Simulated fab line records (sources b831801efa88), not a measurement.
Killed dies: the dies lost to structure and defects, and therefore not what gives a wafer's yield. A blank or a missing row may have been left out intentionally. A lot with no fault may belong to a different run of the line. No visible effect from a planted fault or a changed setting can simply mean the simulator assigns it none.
fab line records || flow gf180mcu
record {"lots": 6, "wafers": 18, "last_day": 34}
route steps=602 shown DNWELL@36 NWELL@42
lots that met no fault: taken from a fault-free run of the same line
start_h: hours from the record's opening day to when the first of the lot's shown wafers began || wait_h: hours since the lot's step before || " unchanged from the row above || L1.1+2: several wafers, shown together as one row || - no value, or no start was given || * or withheld: withheld || < > ~ a bound
route shown NAME@n: a module of which the file shows steps, and the number in the route of the first || usual: the fault-free wafers' mean and standard deviation || same: alike in all rows || chamber/n: place in a boat || sites: the reading at each site || _std_site: standard deviation across them || _edge_site: inner sites' mean taken away from outer sites' mean || radius_mm: for every site, how far away it sits from the centre of the wafer || mask NAME#n: copy n || behind: the tool/chamber that last shaped the wafer || hold: why the lot went on hold/how many hours it stayed there/how the hold came to an end || device: the n, p or np transistor that did not switch || end of line: tests run on the same wafers once the route is complete || a step without rows: its recipe alone || killed: the dies lost at the first sort to structure and to defects; this is not the yield of the wafer || map: a wafer's dies, marking killed ones x, the rest . and places with no die _
set.NAME: the setting the step ran with; set.NAME@STEP: the setting that earlier step ran with || model.NAME: the simulator's own value behind a step, which no gauge read
lots seen at some steps along the route; tables by step, rows by wafer
services: the hour from which a tool's chamber was out of use, counted from the record's first day as start_h (under 0 if before that day), plus the number of hours and why
## steps
# step GF_DNWELL_EXPOSE_04
# recipe {"mask_id": "DNWELL", "target_cd_nm": 1700, "na": 0.6, "source_shape": "conventional", "sigma_outer": 0.6, "dose_mj": 260}
# step GF_DNWELL_PEB_05
# recipe {"temp_c": 115, "time_s": "withheld"}
# step GF_DNWELL_DEVELOP_06
# recipe {"wall_angle_deg": 90, "develop_time_s": 60, "dev_temp_c": 23}
# step GF_DNWELL_IMPLANT_07
# recipe {"species": "P", "energy_kev": 1500, "dose_cm2": 1e+13, "tilt_deg": 0}
# step GF_DNWELL_STRIP_08
# recipe {"chemistry": "O2/N2", "power_w": 1400, "pressure_mtorr": 1500, "platen_temp_c": 250, "o2_flow_sccm": 3000, "n2_flow_sccm": 300, "overash_fraction": 0.5}
# usual {"chamber_pressure_mTorr": "1500.0/1.3", "drypump_motor_current_A": "5.5/0.34", "heater_power_w": "339/42", "oes_product_au": "0.723/0.0044", "strip_time_to_endpoint_s": "37.01/0.099"}
{"lot.wafer": "L237.3", "tool": "plasma_asher-04", "chamber": 0, "start_h": 52.10, "wait_h": 0.1, "chamber_pressure_mTorr": 1499.3, "drypump_motor_current_A": 5.2, "heater_power_w": 334, "oes_product_au": 0.721, "rf_hours_counter_h": "-", "strip_time_to_endpoint_s": 36.97}
{"lot.wafer": "L237.4", "tool": "plasma_asher-04", "chamber": 1, "start_h": 52.10, "wait_h": 0.1, "chamber_pressure_mTorr": 1498.7, "drypump_motor_current_A": 6.1, "heater_power_w": 269, "oes_product_au": 0.726, "rf_hours_counter_h": "-", "strip_time_to_endpoint_s": 37.01}
{"lot.wafer": "L237.5", "tool": "plasma_asher-04", "chamber": 0, "start_h": 52.10, "wait_h": 0.1, "chamber_pressure_mTorr": 1501.2, "drypump_motor_current_A": 5.2, "heater_power_w": 331, "oes_product_au": 0.721, "rf_hours_counter_h": "-", "strip_time_to_endpoint_s": 36.86}
{"lot.wafer": "L243.1", "tool": "plasma_asher-04", "chamber": 1, "start_h": 85.04, "wait_h": 0.1, "chamber_pressure_mTorr": 1501.6, "drypump_motor_current_A": 6.0, "heater_power_w": 269, "oes_product_au": 0.724, "rf_hours_counter_h": 43, "strip_time_to_endpoint_s": 37.01}
{"lot.wafer": "L243.2", "tool": "plasma_asher-04", "chamber": 0, "start_h": 85.04, "wait_h": 0.1, "chamber_pressure_mTorr": 1500.1, "drypump_motor_current_A": 5.3, "heater_power_w": 328, "oes_product_au": 0.731, "rf_hours_counter_h": 43, "strip_time_to_endpoint_s": 36.88}
{"lot.wafer": "L243.4", "tool": "plasma_asher-04", "chamber": 0, "start_h": 85.04, "wait_h": 0.1, "chamber_pressure_mTorr": 1497.7, "drypump_motor_current_A": 5.2, "heater_power_w": 321, "oes_product_au": 0.727, "rf_hours_counter_h": "-", "strip_time_to_endpoint_s": 36.98}
{"lot.wafer": "L254.1", "tool": "plasma_asher-01", "chamber": 1, "start_h": 142.90, "wait_h": 0.1, "chamber_pressure_mTorr": 1499.3, "drypump_motor_current_A": 5.3, "heater_power_w": 372, "oes_product_au": 0.720, "rf_hours_counter_h": 2, "strip_time_to_endpoint_s": 36.99}
{"lot.wafer": "L254.4", "tool": "plasma_asher-01", "chamber": 1, "start_h": 142.90, "wait_h": 0.1, "chamber_pressure_mTorr": 1501.9, "drypump_motor_current_A": 5.3, "heater_power_w": 386, "oes_product_au": 0.734, "rf_hours_counter_h": "-", "strip_time_to_endpoint_s": 37.01}
{"lot.wafer": "L254.5", "tool": "plasma_asher-01", "chamber": 0, "start_h": 142.90, "wait_h": 0.1, "chamber_pressure_mTorr": 1501.3, "drypump_motor_current_A": 5.7, "heater_power_w": 378, "oes_product_au": 0.727, "rf_hours_counter_h": "-", "strip_time_to_endpoint_s": 37.02}
{"lot.wafer": "L255.2", "tool": "plasma_asher-01", "chamber": 1, "start_h": 148.49, "wait_h": 0.1, "chamber_pressure_mTorr": 1499.0, "drypump_motor_current_A": 5.4, "heater_power_w": 381, "oes_product_au": 0.734, "rf_hours_counter_h": 3, "strip_time_to_endpoint_s": 36.96}
{"lot.wafer": "L255.5", "tool": "plasma_asher-01", "chamber": 1, "start_h": 148.49, "wait_h": 0.1, "chamber_pressure_mTorr": 1501.8, "drypump_motor_current_A": 5.3, "heater_power_w": 385, "oes_product_au": 0.727, "rf_hours_counter_h": "-", "strip_time_to_endpoint_s": 36.82}
{"lot.wafer": "L255.6", "tool": "plasma_asher-01", "chamber": 0, "start_h": 148.49, "wait_h": 0.1, "chamber_pressure_mTorr": 1499.7, "drypump_motor_current_A": 5.7, "heater_power_w": 373, "oes_product_au": 0.715, "rf_hours_counter_h": "-", "strip_time_to_endpoint_s": 37.04}
{"lot.wafer": "L256.1", "tool": "plasma_asher-02", "chamber": 0, "start_h": 153.17, "wait_h": 0.1, "chamber_pressure_mTorr": 1500.3, "drypump_motor_current_A": 5.0, "heater_power_w": 306, "oes_product_au": 0.727, "rf_hours_counter_h": 51, "strip_time_to_endpoint_s": 36.95}
{"lot.wafer": "L256.3", "tool": "plasma_asher-02", "chamber": 0, "start_h": 153.17, "wait_h": 0.1, "chamber_pressure_mTorr": 1499.6, "drypump_motor_current_A": 5.0, "heater_power_w": 297, "oes_product_au": 0.721, "rf_hours_counter_h": "-", "strip_time_to_endpoint_s": 36.94}
{"lot.wafer": "L256.4", "tool": "plasma_asher-02", "chamber": 1, "start_h": 153.17, "wait_h": 0.1, "chamber_pressure_mTorr": 1501.1, "drypump_motor_current_A": 5.6, "heater_power_w": 346, "oes_product_au": 0.714, "rf_hours_counter_h": "-", "strip_time_to_endpoint_s": 36.97}
{"lot.wafer": "L258.1", "tool": "plasma_asher-04", "chamber": 1, "start_h": 163.85, "wait_h": 0.1, "chamber_pressure_mTorr": 1501.6, "drypump_motor_current_A": 6.0, "heater_power_w": 273, "oes_product_au": 0.733, "rf_hours_counter_h": 52, "strip_time_to_endpoint_s": 36.80}
{"lot.wafer": "L258.2", "tool": "plasma_asher-04", "chamber": 0, "start_h": 163.85, "wait_h": 0.1, "chamber_pressure_mTorr": 1503.0, "drypump_motor_current_A": 5.3, "heater_power_w": 329, "oes_product_au": 0.718, "rf_hours_counter_h": 52, "strip_time_to_endpoint_s": 37.04}
{"lot.wafer": "L258.3", "tool": "plasma_asher-04", "chamber": 0, "start_h": 163.85, "wait_h": 0.1, "chamber_pressure_mTorr": 1499.8, "drypump_motor_current_A": 5.2, "heater_power_w": 324, "oes_product_au": 0.716, "rf_hours_counter_h": "-", "strip_time_to_endpoint_s": 36.95}
# step GF_DNWELL_TW_MEAS_09
# usual {"DNWELL_TW": "1341/9"}
{"lot.wafer": "L237.3", "tool": "film_metro-01", "chamber": "-", "start_h": 52.19, "wait_h": 0.1, "DNWELL_TW": 1328}
{"lot.wafer": "L237.4", "tool": "film_metro-01", "chamber": "-", "start_h": 52.19, "wait_h": 0.1, "DNWELL_TW": 1333}
{"lot.wafer": "L237.5", "tool": "film_metro-01", "chamber": "-", "start_h": 52.19, "wait_h": 0.1, "DNWELL_TW": 1330}
{"lot.wafer": "L243.1", "tool": "film_metro-04", "chamber": "-", "start_h": 85.14, "wait_h": 0.1, "DNWELL_TW": 1336}
{"lot.wafer": "L243.2", "tool": "film_metro-04", "chamber": "-", "start_h": 85.14, "wait_h": 0.1, "DNWELL_TW": 1334}
{"lot.wafer": "L243.4", "tool": "film_metro-04", "chamber": "-", "start_h": 85.14, "wait_h": 0.1, "DNWELL_TW": 1331}
{"lot.wafer": "L254.1", "tool": "film_metro-01", "chamber": "-", "start_h": 143.00, "wait_h": 0.1, "DNWELL_TW": 1351}
{"lot.wafer": "L254.4", "tool": "film_metro-01", "chamber": "-", "start_h": 143.00, "wait_h": 0.1, "DNWELL_TW": 1349}
{"lot.wafer": "L254.5", "tool": "film_metro-01", "chamber": "-", "start_h": 143.00, "wait_h": 0.1, "DNWELL_TW": 1346}
{"lot.wafer": "L255.2", "tool": "film_metro-04", "chamber": "-", "start_h": 148.60, "wait_h": 0.1, "DNWELL_TW": 1333}
{"lot.wafer": "L255.5", "tool": "film_metro-04", "chamber": "-", "start_h": 148.60, "wait_h": 0.1, "DNWELL_TW": 1341}
{"lot.wafer": "L255.6", "tool": "film_metro-04", "chamber": "-", "start_h": 148.60, "wait_h": 0.1, "DNWELL_TW": 1340}
{"lot.wafer": "L256.1", "tool": "film_metro-04", "chamber": "-", "start_h": 153.27, "wait_h": 0.1, "DNWELL_TW": 1339}
{"lot.wafer": "L256.3", "tool": "film_metro-04", "chamber": "-", "start_h": 153.27, "wait_h": 0.1, "DNWELL_TW": 1352}
{"lot.wafer": "L256.4", "tool": "film_metro-04", "chamber": "-", "start_h": 153.27, "wait_h": 0.1, "DNWELL_TW": 1333}
{"lot.wafer": "L258.1", "tool": "film_metro-01", "chamber": "-", "start_h": 163.95, "wait_h": 0.1, "DNWELL_TW": 1348}
{"lot.wafer": "L258.2", "tool": "film_metro-01", "chamber": "-", "start_h": 163.95, "wait_h": 0.1, "DNWELL_TW": 1344}
{"lot.wafer": "L258.3", "tool": "film_metro-01", "chamber": "-", "start_h": 163.95, "wait_h": 0.1, "DNWELL_TW": 1339}
# step GF_NWELL_DEHYDRATE_00
# recipe {"temp_c": 200, "time_s": 60}
# step GF_NWELL_HMDS_01
# recipe {"prime_time_s": 60, "prime_temp_c": 120}
# step GF_NWELL_COAT_02
# recipe {"spin_rpm": 2000, "resist_thk_nm": 3000}
# step GF_NWELL_SOFTBAKE_03
# recipe {"temp_c": 110, "time_s": "withheld"}
# step GF_NWELL_EXPOSE_04
# recipe {"mask_id": "Nwell", "target_cd_nm": 860, "na": 0.6, "source_shape": "conventional", "sigma_outer": 0.6, "dose_mj": 260}
# step GF_NWELL_PEB_05
# recipe {"temp_c": 115, "time_s": "withheld"}
# step GF_NWELL_DEVELOP_06
# recipe {"wall_angle_deg": 90, "develop_time_s": 60, "dev_temp_c": 23}
# usual {"chill_plate_temp_C": "22.97/0.1", "develop_time_s": "60/0"}
{"lot.wafer": "L237.3", "tool": "litho_track-04", "chamber": 0, "start_h": 64, "wait_h": "-", "chill_plate_temp_C": 22.95, "develop_time_s": 60}
{"lot.wafer": "L237.4", "tool": "litho_track-04", "chamber": 0, "start_h": 64, "wait_h": "-", "chill_plate_temp_C": 22.97, "develop_time_s": 60}
{"lot.wafer": "L237.5", "tool": "litho_track-04", "chamber": 0, "start_h": 64, "wait_h": "-", "chill_plate_temp_C": 23.14, "develop_time_s": 60}
{"lot.wafer": "L243.1", "tool": "litho_track-02", "chamber": 0, "start_h": 97, "wait_h": "-", "chill_plate_temp_C": 23.08, "develop_time_s": 60}
{"lot.wafer": "L243.2", "tool": "litho_track-02", "chamber": 0, "start_h": 97, "wait_h": "-", "chill_plate_temp_C": 22.87, "develop_time_s": 60}
{"lot.wafer": "L243.4", "tool": "litho_track-02", "chamber": 0, "start_h": 97, "wait_h": "-", "chill_plate_temp_C": 23.14, "develop_time_s": 60}
{"lot.wafer": "L254.1", "tool": "litho_track-04", "chamber": "-", "start_h": 158, "wait_h": "-", "chill_plate_temp_C": "-", "develop_time_s": "-"}
{"lot.wafer": "L254.4", "tool": "litho_track-04", "chamber": "-", "start_h": 158, "wait_h": "-", "chill_plate_temp_C": "-", "develop_time_s": "-"}
{"lot.wafer": "L254.5", "tool": "litho_track-04", "chamber": "-", "start_h": 158, "wait_h": "-", "chill_plate_temp_C": "-", "develop_time_s": "-"}
{"lot.wafer": "L255.2", "tool": "litho_track-02", "chamber": "-", "start_h": 164, "wait_h": "-", "chill_plate_temp_C": "-", "develop_time_s": "-"}
{"lot.wafer": "L255.5", "tool": "litho_track-02", "chamber": "-", "start_h": 164, "wait_h": "-", "chill_plate_temp_C": "-", "develop_time_s": "-"}
{"lot.wafer": "L255.6", "tool": "litho_track-02", "chamber": "-", "start_h": 164, "wait_h": "-", "chill_plate_temp_C": "-", "develop_time_s": "-"}
{"lot.wafer": "L256.1", "tool": "litho_track-02", "chamber": 0, "start_h": 168, "wait_h": "-", "chill_plate_temp_C": 22.94, "develop_time_s": 60}
{"lot.wafer": "L256.3", "tool": "litho_track-02", "chamber": 0, "start_h": 168, "wait_h": "-", "chill_plate_temp_C": 23.04, "develop_time_s": 60}
{"lot.wafer": "L256.4", "tool": "litho_track-02", "chamber": 0, "start_h": 168, "wait_h": "-", "chill_plate_temp_C": 23.01, "develop_time_s": 60}
{"lot.wafer": "L258.1", "tool": "litho_track-04", "chamber": 0, "start_h": 180, "wait_h": "-", "chill_plate_temp_C": 23.00, "develop_time_s": 60}
{"lot.wafer": "L258.2", "tool": "litho_track-04", "chamber": 0, "start_h": 180, "wait_h": "-", "chill_plate_temp_C": 23.02, "develop_time_s": 60}
{"lot.wafer": "L258.3", "tool": "litho_track-04", "chamber": 0, "start_h": 180, "wait_h": "-", "chill_plate_temp_C": 23.10, "develop_time_s": 60}
# step GF_NWELL_OVL_MEAS_07
# usual {"NWELL_OVL": "0.0/1.8"}
{"lot.wafer": "L237.3", "tool": "overlay-02", "chamber": "-", "start_h": 64.69, "wait_h": "-", "NWELL_OVL[nm]": -1.8}
{"lot.wafer": "L237.4", "tool": "overlay-02", "chamber": "-", "start_h": 64.69, "wait_h": "-", "NWELL_OVL[nm]": 0.3}
{"lot.wafer": "L237.5", "tool": "overlay-02", "chamber": "-", "start_h": 64.69, "wait_h": "-", "NWELL_OVL[nm]": -1.3}
{"lot.wafer": "L243.1", "tool": "overlay-01", "chamber": "-", "start_h": 97.94, "wait_h": "-", "NWELL_OVL[nm]": -0.2}
{"lot.wafer": "L243.2", "tool": "overlay-01", "chamber": "-", "start_h": 97.94, "wait_h": "-", "NWELL_OVL[nm]": -0.2}
{"lot.wafer": "L243.4", "tool": "overlay-01", "chamber": "-", "start_h": 97.94, "wait_h": "-", "NWELL_OVL[nm]": 1.9}
{"lot.wafer": "L254.1", "tool": "overlay-02", "chamber": "-", "start_h": 158.48, "wait_h": "-", "NWELL_OVL[nm]": "-"}
{"lot.wafer": "L254.4", "tool": "overlay-02", "chamber": "-", "start_h": 158.48, "wait_h": "-", "NWELL_OVL[nm]": "-"}
{"lot.wafer": "L254.5", "tool": "overlay-02", "chamber": "-", "start_h": 158.48, "wait_h": "-", "NWELL_OVL[nm]": "-"}
{"lot.wafer": "L255.2", "tool": "overlay-01", "chamber": "-", "start_h": 164.60, "wait_h": "-", "NWELL_OVL[nm]": "-"}
{"lot.wafer": "L255.5", "tool": "overlay-01", "chamber": "-", "start_h": 164.60, "wait_h": "-", "NWELL_OVL[nm]": "-"}
{"lot.wafer": "L255.6", "tool": "overlay-01", "chamber": "-", "start_h": 164.60, "wait_h": "-", "NWELL_OVL[nm]": "-"}
{"lot.wafer": "L256.1", "tool": "overlay-01", "chamber": "-", "start_h": 168.94, "wait_h": "-", "NWELL_OVL[nm]": -2.8}
{"lot.wafer": "L256.3", "tool": "overlay-01", "chamber": "-", "start_h": 168.94, "wait_h": "-", "NWELL_OVL[nm]": -1.1}
{"lot.wafer": "L256.4", "tool": "overlay-01", "chamber": "-", "start_h": 168.94, "wait_h": "-", "NWELL_OVL[nm]": -0.7}
{"lot.wafer": "L258.1", "tool": "overlay-02", "chamber": "-", "start_h": 180.48, "wait_h": "-", "NWELL_OVL[nm]": -0.8}
{"lot.wafer": "L258.2", "tool": "overlay-02", "chamber": "-", "start_h": 180.48, "wait_h": "-", "NWELL_OVL[nm]": 0.0}
{"lot.wafer": "L258.3", "tool": "overlay-02", "chamber": "-", "start_h": 180.48, "wait_h": "-", "NWELL_OVL[nm]": -0.6}
## services
{"tool": "plasma_asher-02", "chamber": "-", "start_h": 39.47, "hours": 2.4, "kind": "repair"}
{"tool": "plasma_asher-01", "chamber": "-", "start_h": 108.75, "hours": 9.0, "kind": "pm"}
{"tool": "plasma_asher-01", "chamber": 0, "start_h": 108.75, "hours": 9.0, "kind": "vent_cycle"}
{"tool": "plasma_asher-01", "chamber": 1, "start_h": 108.75, "hours": 9.0, "kind": "vent_cycle"}
{"tool": "plasma_asher-01", "chamber": 0, "start_h": 117.75, "hours": "-", "kind": "clean"}
{"tool": "plasma_asher-01", "chamber": 1, "start_h": 117.75, "hours": "-", "kind": "clean"}
{"tool": "plasma_asher-02", "chamber": "-", "start_h": 119.87, "hours": 2.3, "kind": "repair"}
{"tool": "plasma_asher-01", "chamber": "-", "start_h": 158.45, "hours": 2.0, "kind": "repair"}
{"tool": "plasma_asher-04", "chamber": "-", "start_h": 177.88, "hours": 0.7, "kind": "repair"}
## key
first_sign {"step": "GF_NWELL_DEVELOP_06", "reading": "tool_record", "direction": "missing"}
effect none on later readings
met_at GF_NWELL_DEVELOP_06
struck_wafers L254.1,L254.4,L254.5,L255.2,L255.5,L255.6
sort_left_out L254.1,L254.4,L254.5,L255.2,L255.5,L255.6
tester_left_out L254,L255
onset_between 97 158
fault {"kind": "skipped_step_whole", "tool": "litho_track-02,litho_track-04", "chamber": "-", "onset_h": 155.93, "steps": "GF_NWELL_DEVELOP_06", "scope": "struck_lots_only"}
# tester_left_out: of these lots the tester's yield and bins aren't shown, on N5 and GAA mostly nor the transistor test; their killed dies are dies lost to structure and defects alone, not to doping, threshold or leakage, so they don't give the yield
# sort_left_out: the simulated sort isn't trusted on such a fault, so these wafers' sort isn't shown, and their yield isn't known
